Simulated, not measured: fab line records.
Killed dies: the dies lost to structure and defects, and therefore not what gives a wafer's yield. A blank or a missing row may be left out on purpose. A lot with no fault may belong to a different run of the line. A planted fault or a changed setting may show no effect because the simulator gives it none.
The same fault as seen by 2 desks / flow gf180mcu / every desk sees just its own numbers, and what lay behind them comes last

== METROLOGY DESK ==
What the gauges read, lot by lot, whatever tool the lot ran on: means of the sampled wafers that have a number. The brackets show how far a lot's mean lies from the usual mean; more than 4 standard deviations puts the lot out of limits, marked OUT.
Columns: A = cd nm at GF_STI_CD_MEAS_12, usual 219.9 nm; B = STI_OXIDATION_02_THK at GF_STI_THK_MEAS_30, usual 9.93 nm; C = MVPSD_TW at GF_MVPSD_TW_MEAS_11, usual 552; D = MVPSD_RS at GF_VT_IMPLANT_RS_MEAS_49, usual 1168.4 ohm/sq; E = HV_LDD_02_OVL at GF_HV_LDD_OVL_MEAS_32, usual 0.0 nm
lot=L527; first seen here=day 2 02:29; A=220.8; B=9.99; C=551; D=1170.7; E=-0.3
lot=L528; first seen here=day 2 06:28; A=219.0; B=10.33; C=554; D=1166.7; E=-1.7
lot=L529; first seen here=day 2 12:06; A=218.6; B=9.76; C=554; D=1170.5; E=0.7
lot=L530; first seen here=day 2 16:36; A=219.2; B=9.96; C=555; D=1168.9; E=1.6
lot=L531; first seen here=day 2 22:37; A=221.9; B=10.08; C=551; D=1163.9; E=0.4
lot=L532; first seen here=day 3 03:06; A=220.1; B=9.85; C=553; D=1167.1; E=0.1
lot=L533; first seen here=day 3 08:08; A=218.7; B=10.27; C=552; D=1166.0; E=1.1
lot=L536; first seen here=day 4 00:45; A=221.8; B=9.68; C=555; D=1167.8; E=-1.3
lot=L541; first seen here=day 5 00:47; A=221.0; B=9.76; C=546; D=1168.7; E=1.4
lot=L542; first seen here=day 5 06:33; A=219.0; B=9.94; C=552; D=1168.4; E=-1.1
lot=L544; first seen here=day 5 16:58; A=218.8; B=9.84; C=605 (+15) OUT; D=1347.2 (+66) OUT; E=3.3
lot=L546; first seen here=day 6 05:09; A=217.5; B=9.99; C=610 (+16) OUT; D=1347.0 (+66) OUT; E=0.9
lot=L547; first seen here=day 6 08:38; A=221.3; B=9.89; C=611 (+16) OUT; D=1343.3 (+65) OUT; E=-0.5
lot=L550; first seen here=day 7 00:03; A=221.3; B=10.00; C=549; D=1164.9; E=-3.5
This desk reports L544, L546, L547 out of limits; the earliest was L544 at day 9 06:24 (MVPSD_TW at GF_MVPSD_TW_MEAS_11). Within limits: L527, L528, L529, L530, L531, L532, L533, L536, L541, L542, L550.

== AT THE TOOL OWNER'S DESK: implanter-03 ==
GF_MVPSD_IMPLANT_08, tool's own readings: per-lot mean of the sampled wafers with a number, covering each lot this tool ran. The brackets show how far a lot's mean lies from the usual mean; more than 4 standard deviations puts the lot out of limits, marked OUT.
Columns: A = tilt deg at GF_MVPSD_IMPLANT_08, usual 0.003 degrees
lot=L530; first seen here=day 5 18:13; A=0.010
lot=L531; first seen here=day 5 23:44; A=-0.009
lot=L533; first seen here=day 6 12:40; A=0.024
lot=L544; first seen here=day 9 06:01; A=4.202 (+99 or more) OUT
lot=L546; first seen here=day 9 19:35; A=4.224 (+99 or more) OUT
lot=L547; first seen here=day 10 03:05; A=4.171 (+99 or more) OUT
This desk's finding: out of limits on L544, L546, L547; first on L544, day 9 06:01 (tilt deg at GF_MVPSD_IMPLANT_08). Within limits: L530, L531, L533.

== PUT TOGETHER ==
At day 9 06:01, on L544, L546, L547, the tool owner's desk was in a position to raise an alarm.
The metrology desk could have raised an alarm at day 9 06:24, on L544, L546, L547.
Every lot named ran GF_MVPSD_IMPLANT_08 on implanter-03.

== WHAT THE SIMULATOR PUT IN ==
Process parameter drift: implanter-03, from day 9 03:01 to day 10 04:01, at GF_MVPSD_IMPLANT_08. Setting tilt deg, moved by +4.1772, from 0. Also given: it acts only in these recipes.
Struck lots among those shown: L544, L546, L547.
Counting hours from when the fault started, the first reading out of limits came at 3 for the tool owner's desk and at 3 for the metrology desk.
